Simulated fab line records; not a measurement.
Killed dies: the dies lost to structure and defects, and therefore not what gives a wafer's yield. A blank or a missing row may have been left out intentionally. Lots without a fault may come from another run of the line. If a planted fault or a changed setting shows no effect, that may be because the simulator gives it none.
Check of tool commonality | flow sky130 | 10 lots, 31 wafers sampled

## WHAT PROMPTED THE OPENING
At SKY_PASSIVATION_THK_MEAS_03 the reading PASSIVATION_CVD_02_THK is flagged on 1 of 10 lots. No-fault wafers: 541 nm, standard deviation 7.6.
Rule: a lot is flagged in two cases, either no wafer of it has a number, or all its wafers with numbers fall more than 4 standard deviations from that mean. As for the other lots, they are considered sound.

lot  | measured     | on            | PASSIVATION_CVD_02_THK (nm), wafer by wafer | flag
L853 | day 45 10:41 | film_metro-02 | 538 540 549                                 |
L855 | day 45 18:07 | film_metro-03 | 535 552 549                                 |
L854 | day 45 19:04 | film_metro-01 | 543 551 543                                 |
L856 | day 46 02:00 | film_metro-01 | 540 544 552                                 |
L859 | day 46 20:47 | film_metro-03 | 537 540 547                                 |
L865 | day 48 16:34 | film_metro-02 | 898 904 899 905                             | FLAGGED
L870 | day 50 00:05 | film_metro-02 | 540 552 546                                 |
L872 | day 50 05:32 | film_metro-03 | 529 522 532                                 |
L875 | day 50 10:25 | film_metro-02 | 541 537 544                                 |
L874 | day 50 11:20 | film_metro-01 | 536 528 529                                 |
The numbers of the flagged lots are 902 nm on average: +360 nm against the usual, or +47 standard deviations.

## TOOL THAT RAN EACH LOT
The record holds 3 process steps before the reading, out of a route of 708 steps. Read each cell as the tool, then ch plus the chambers that the sampled wafers visited, then the start.
lot  | flag    | SKY_SD_N_RTA_14                  | SKY_LI_CONTACT_STRIP_16              | SKY_PASSIVATION_CVD_02
L853 |         | rtp_anneal-02 ch 0, day 29 01:46 | plasma_asher-02 ch 0,1, day 30 09:13 | pecvd-03 ch 1,2, day 45 10:27
L855 |         | rtp_anneal-01 ch 0, day 29 13:14 | plasma_asher-02 ch 0,1, day 30 21:36 | pecvd-03 ch 0,2, day 45 17:53
L854 |         | rtp_anneal-02 ch 0, day 29 14:31 | plasma_asher-03 ch 0,1, day 30 22:11 | pecvd-04 ch 0,1, day 45 18:50
L856 |         | rtp_anneal-01 ch 0, day 30 01:01 | plasma_asher-02 ch 0,1, day 31 08:28 | pecvd-03 ch 0, day 46 01:40
L859 |         | rtp_anneal-02 ch 0, day 31 04:19 | plasma_asher-02 ch 0,1, day 32 11:55 | pecvd-01 ch 1,2, day 46 20:33
L865 | FLAGGED | rtp_anneal-02 ch 0, day 33 16:39 | plasma_asher-01 ch 0,1, day 34 21:36 | pecvd-03 ch 1,2, day 48 16:14
L870 |         | rtp_anneal-02 ch 0, day 35 09:04 | plasma_asher-03 ch 0,1, day 36 12:44 | pecvd-04 ch 0,1, day 49 23:44
L872 |         | rtp_anneal-01 ch 0, day 35 18:58 | plasma_asher-03 ch 0,1, day 36 22:45 | pecvd-01 ch 1,2, day 50 05:12
L875 |         | rtp_anneal-02 ch 0, day 36 04:21 | plasma_asher-03 ch 0,1, day 37 08:41 | pecvd-04 ch 0,1,2, day 50 10:11
L874 |         | rtp_anneal-01 ch 0, day 36 02:56 | plasma_asher-01 ch 0,1, day 37 06:30 | pecvd-01 ch 1,2, day 50 11:04
What these steps do:
- SKY_SD_N_RTA_14: time 2 s.
- SKY_LI_CONTACT_STRIP_16: strips in O2/N2.
- SKY_PASSIVATION_CVD_02: deposits Si3N4, target thk 540 nm.
- SKY_PASSIVATION_THK_MEAS_03

## FLAGGED OVER TOTAL, TOOL BY TOOL (the gauges that took the reading come last)
step                        | tool            | lots run | flagged | share of the flagged lots | sound lots run after its first flagged lot
SKY_SD_N_RTA_14             | rtp_anneal-01   | 4        | 0       | none                      | -
SKY_SD_N_RTA_14             | rtp_anneal-02   | 6        | 1       | all                       | 2 (L870,L875)
SKY_LI_CONTACT_STRIP_16     | plasma_asher-01 | 2        | 1       | all                       | 1 (L874)
SKY_LI_CONTACT_STRIP_16     | plasma_asher-02 | 4        | 0       | none                      | -
SKY_LI_CONTACT_STRIP_16     | plasma_asher-03 | 4        | 0       | none                      | -
SKY_PASSIVATION_CVD_02      | pecvd-01        | 3        | 0       | none                      | -
SKY_PASSIVATION_CVD_02      | pecvd-03        | 4        | 1       | all                       | 0
SKY_PASSIVATION_CVD_02      | pecvd-04        | 3        | 0       | none                      | -
SKY_PASSIVATION_THK_MEAS_03 | film_metro-01   | 3        | 0       | none                      | -
SKY_PASSIVATION_THK_MEAS_03 | film_metro-02   | 4        | 1       | all                       | 2 (L870,L875)
SKY_PASSIVATION_THK_MEAS_03 | film_metro-03   | 3        | 0       | none                      | -

## WHAT THE TABLE PERMITS
4 rows of the table ran every flagged lot: rtp_anneal-02 at SKY_SD_N_RTA_14, plasma_asher-01 at SKY_LI_CONTACT_STRIP_16, pecvd-03 at SKY_PASSIVATION_CVD_02, film_metro-02 at SKY_PASSIVATION_THK_MEAS_03.
- rtp_anneal-02 at SKY_SD_N_RTA_14: 1 of its 6 lots flagged. Lots that were sound ran on it after the first flagged one (L870, L875); a persistent fault on the entire tool would not allow that.
- plasma_asher-01 at SKY_LI_CONTACT_STRIP_16: 1 of its 2 lots flagged. Lots that were sound ran on it after the first flagged one (L874); a persistent fault on the entire tool would not allow that.
- pecvd-03 at SKY_PASSIVATION_CVD_02: 1 of its 4 lots flagged. Its last sound lot is L856 (day 46 01:40), its first flagged lot L865 (day 48 16:14): a fault that began between those two fits.
- film_metro-02 at SKY_PASSIVATION_THK_MEAS_03: 1 of its 4 lots flagged. Lots that were sound ran on it after the first flagged one (L870, L875); a persistent fault on the entire tool would not allow that.
Just one tool remains: pecvd-03 at SKY_PASSIVATION_CVD_02.

## WHAT WAS PUT IN BY THE SIMULATOR
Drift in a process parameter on pecvd-03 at SKY_PASSIVATION_CVD_02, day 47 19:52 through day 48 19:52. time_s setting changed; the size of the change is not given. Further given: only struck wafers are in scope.
Struck lots among those shown: L865. The rule given above showed the same thing.
